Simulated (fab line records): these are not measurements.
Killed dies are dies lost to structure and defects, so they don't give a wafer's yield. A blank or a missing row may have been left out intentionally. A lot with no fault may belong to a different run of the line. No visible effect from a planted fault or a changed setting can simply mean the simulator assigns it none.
Which tool did it? | flow sky130 | Sampling: 10 lots, 30 wafers, 6 of 708 route steps

== WHAT THE GAUGES READ, wafer by wafer ==
SKY_GATE_OXIDE_THK_MEAS_02. Usual: for GATE_OXIDE_OXIDATION_00_THK the level is 10.21 nm and the standard deviation is 0.21.
lot  | measured     | on           | GATE_OXIDE_OXIDATION_00_THK (nm) | flag
L584 | day 14 00:38 | filmMetro-03 | 10.09 10.22 10.10                | 
L585 | day 14 11:34 | filmMetro-04 | 10.22 10.19 10.20                | 
L588 | day 15 00:38 | filmMetro-04 | 10.23 10.53 10.54                | 
L596 | day 18 03:31 | filmMetro-01 | 9.92 9.98 10.20                  | 
L597 | day 18 08:04 | filmMetro-03 | 10.20 10.52 10.10                | 
L598 | day 18 16:07 | filmMetro-01 | 10.38 10.44 10.43                | 
L599 | day 18 23:26 | filmMetro-01 | 10.43 10.41 10.38                | 
L600 | day 19 04:58 | filmMetro-03 | 10.47 10.33 10.43                | 
L605 | day 20 17:04 | filmMetro-03 | 10.31 10.19 10.39                | 
L606 | day 21 04:34 | filmMetro-03 | 10.32 10.26 10.39                | 

SKY_RES_PROTECT_TW_MEAS_08. Usual: for POLY_GATE_TW the level is 4051 and the standard deviation is 51.
lot  | measured     | on           | POLY_GATE_TW   | flag
L584 | day 16 10:32 | filmMetro-02 | 4076 4058 4068 | 
L585 | day 17 00:31 | filmMetro-04 | 4112 4109 4086 | 
L588 | day 17 19:10 | filmMetro-01 | 3982 3985 3986 | 
L596 | day 20 22:59 | filmMetro-04 | 4100 4100 4113 | 
L597 | day 21 04:04 | filmMetro-02 | 4110 4139 4130 | 
L598 | day 21 12:56 | filmMetro-01 | 3998 3980 4007 | 
L599 | day 21 19:38 | filmMetro-02 | 4110 4092 4119 | 
L600 | day 22 00:32 | filmMetro-01 | 3989 3972 3966 | 
L605 | day 23 10:52 | filmMetro-04 | 4085 4070 4078 | 
L606 | day 23 22:52 | filmMetro-04 | 4069 4066 4073 | 

SKY_LDD_HVN_TW_MEAS_10. Usual: for LDD_HVN_TW the level is 1433 and the standard deviation is 19.
lot  | measured     | on           | LDD_HVN_TW                    | flag
L584 | day 21 21:53 | filmMetro-02 | 1460 1462 1457                | 
L585 | day 22 13:02 | filmMetro-01 | 1420 1412 1422                | 
L588 | day 23 09:10 | filmMetro-02 | 1228 1226 1227 1233 1226 1224 | OFF
L596 | day 26 07:14 | filmMetro-03 | 1419 1417 1413                | 
L597 | day 26 16:13 | filmMetro-01 | 1427 1424 1417                | 
L598 | day 26 19:22 | filmMetro-03 | 1409 1405 1411                | 
L599 | day 27 02:50 | filmMetro-03 | 1412 1411 1405                | 
L600 | day 27 06:13 | filmMetro-02 | 1460 1450 1449                | 
L605 | day 28 15:37 | filmMetro-01 | 1427 1428 1440                | 
L606 | day 29 01:07 | filmMetro-02 | 1456 1461 1463                | 

== EACH LOT AND THE TOOL THAT RAN IT (in order: tool; ch and the chambers of the sampled wafers; start) ==
lot  | SKY_SONOS_ONO_ETCH_15             | SKY_LDD_P_STRIP_10                  | SKY_LDD_HVN_STRIP_09
L584 | rieDiel-03 ch 0,1,3, day 13 20:14 | plasmaAsher-02 ch 0,1, day 20 14:25 | plasmaAsher-02 ch 0,1, day 21 21:47
L585 | rieDiel-02 ch 0,1, day 14 08:53   | plasmaAsher-03 ch 0,1, day 21 05:05 | plasmaAsher-01 ch 0,1, day 22 12:55
L588 | rieDiel-02 ch 0,1,3, day 14 21:53 | plasmaAsher-02 ch 0,1, day 22 01:41 | plasmaAsher-01 ch 0,1, day 23 09:04
L596 | rieDiel-02 ch 0,1,2, day 18 01:47 | plasmaAsher-03 ch 0,1, day 25 01:26 | plasmaAsher-01 ch 0,1, day 26 07:08
L597 | rieDiel-03 ch 0,2,3, day 18 06:20 | plasmaAsher-03 ch 0,1, day 25 10:35 | plasmaAsher-01 ch 0,1, day 26 16:07
L598 | rieDiel-03 ch 0,1, day 18 14:05   | plasmaAsher-04 ch 0,1, day 25 14:08 | plasmaAsher-02 ch 0,1, day 26 19:16
L599 | rieDiel-02 ch 0,2,3, day 18 21:41 | plasmaAsher-02 ch 0,1, day 25 21:05 | plasmaAsher-04 ch 0,1, day 27 02:45
L600 | rieDiel-02 ch 2,3, day 19 01:14   | plasmaAsher-03 ch 0,1, day 26 00:59 | plasmaAsher-02 ch 0,1, day 27 06:07
L605 | rieDiel-02 ch 0,1, day 20 15:02   | plasmaAsher-02 ch 0,1, day 27 09:50 | plasmaAsher-02 ch 0,1, day 28 15:31
L606 | rieDiel-02 ch 0,2, day 21 02:50   | plasmaAsher-04 ch 0,1, day 27 20:10 | plasmaAsher-04 ch 0,1, day 29 01:01
- SKY_SONOS_ONO_ETCH_15: etches the open film in CHF3/O2, target depth 19.52 nm, time 7.8 s.
- SKY_LDD_P_STRIP_10: strips in O2/N2.
- SKY_LDD_HVN_STRIP_09: strips in O2/N2.

== WHAT THE TOOLS THEMSELVES READ (means of the sampled wafers that have a number; where no wafer has one, the mark that the record gives instead) ==
SKY_SONOS_ONO_ETCH_15. Usual: drypumpMotorCurrentA 5.7 A, standard deviation 0.31; oesProductAu 1.005 a.u., standard deviation 0.0097; throttleValvePct 8.825 %, standard deviation 0.0089.
lot  | tool       | drypumpMotorCurrentA (A) | oesProductAu (a.u.) | throttleValvePct (%) | flag
L584 | rieDiel-03 | 6.0                      | 0.995               | 8.827                | 
L585 | rieDiel-02 | 5.7                      | 0.999               | 8.826                | 
L588 | rieDiel-02 | 5.6                      | 1.002               | 8.825                | 
L596 | rieDiel-02 | 5.6                      | 1.009               | 8.827                | 
L597 | rieDiel-03 | 5.7                      | 1.003               | 8.824                | 
L598 | rieDiel-03 | 6.2                      | 1.005               | 8.823                | 
L599 | rieDiel-02 | 5.7                      | 0.998               | 8.825                | 
L600 | rieDiel-02 | 5.6                      | 1.022               | 8.830                | 
L605 | rieDiel-02 | 5.6                      | 1.003               | 8.830                | 
L606 | rieDiel-02 | 5.8                      | 1.005               | 8.814                | 

SKY_LDD_P_STRIP_10. Usual: drypumpMotorCurrentA 6.2 A, standard deviation 0.45; o2FlowSccm 2999 sccm, standard deviation 8.1; oesProductAu 0.714 a.u., standard deviation 0.0046; stripTimeToEndpointS 14.16 s, standard deviation 0.042.
lot  | tool           | drypumpMotorCurrentA (A) | o2FlowSccm (sccm) | oesProductAu (a.u.) | stripTimeToEndpointS (s) | flag
L584 | plasmaAsher-02 | 5.8                      | 3000              | 0.710               | 14.18                    | 
L585 | plasmaAsher-03 | 6.2                      | 2998              | 0.715               | 14.19                    | 
L588 | plasmaAsher-02 | 5.7                      | 2999              | 0.956               | -                        | OFF
L596 | plasmaAsher-03 | 6.5                      | 2994              | 0.713               | 14.19                    | 
L597 | plasmaAsher-03 | 6.5                      | 2994              | 0.714               | 14.13                    | 
L598 | plasmaAsher-04 | 6.4                      | 2997              | 0.717               | 14.17                    | 
L599 | plasmaAsher-02 | 5.8                      | 3000              | 0.710               | 14.18                    | 
L600 | plasmaAsher-03 | 6.2                      | 2997              | 0.718               | 14.19                    | 
L605 | plasmaAsher-02 | 5.7                      | 3002              | 0.714               | 14.14                    | 
L606 | plasmaAsher-04 | 6.4                      | 2988              | 0.710               | 14.15                    | 

SKY_LDD_HVN_STRIP_09. Usual: drypumpMotorCurrentA 5.8 A, standard deviation 0.48; o2FlowSccm 2998 sccm, standard deviation 8.6; oesProductAu 0.408 a.u., standard deviation 0.0046; stripTimeToEndpointS 4.130 s, standard deviation 0.016.
lot  | tool           | drypumpMotorCurrentA (A) | o2FlowSccm (sccm) | oesProductAu (a.u.) | stripTimeToEndpointS (s) | flag
L584 | plasmaAsher-02 | 5.6                      | 2993              | 0.408               | 4.121                    | 
L585 | plasmaAsher-01 | 5.4                      | 2995              | 0.410               | 4.137                    | 
L588 | plasmaAsher-01 | 5.4                      | 3006              | 0.466               | 5.524                    | OFF
L596 | plasmaAsher-01 | 5.4                      | 3002              | 0.411               | 4.146                    | 
L597 | plasmaAsher-01 | 5.4                      | 3000              | 0.412               | 4.119                    | 
L598 | plasmaAsher-02 | 5.6                      | 3000              | 0.408               | 4.140                    | 
L599 | plasmaAsher-04 | 6.4                      | 2992              | 0.413               | 4.175                    | 
L600 | plasmaAsher-02 | 5.8                      | 2994              | 0.406               | 4.140                    | 
L605 | plasmaAsher-02 | 5.7                      | 2992              | 0.409               | 4.116                    | 
L606 | plasmaAsher-04 | 6.4                      | 2996              | 0.405               | 4.133                    | 

== THE ANSWER, worked out from the rows above alone ==
Rule: a lot is off if the mean of its wafers that have a number lies more than 3 standard deviations from the usual mean. Also off: a lot with no number at a reading for which 4 or more lots have one. Any other lot the step has rows for is counted as sound. The gauges are gone through in route order, then the tools' own readings, and for those a lot's mean is taken as printed above. At the first step where some lot is off, the reading lying furthest off is the one used; lots without a number count as furthest.
Off: at SKY_LDD_HVN_TW_MEAS_10 (LDD_HVN_TW), L588.
If a tool, at a process step before that reading, ran all the lots that are off and no sound lot after the first of them, it fits. The gauges at SKY_LDD_HVN_TW_MEAS_10 aren't tried: what is off there is off at SKY_LDD_P_STRIP_10 too, on other tools, and a gauge's error can't cause that. Not one of the candidates tried fits.

== WHAT THE SIMULATOR PUT IN ==
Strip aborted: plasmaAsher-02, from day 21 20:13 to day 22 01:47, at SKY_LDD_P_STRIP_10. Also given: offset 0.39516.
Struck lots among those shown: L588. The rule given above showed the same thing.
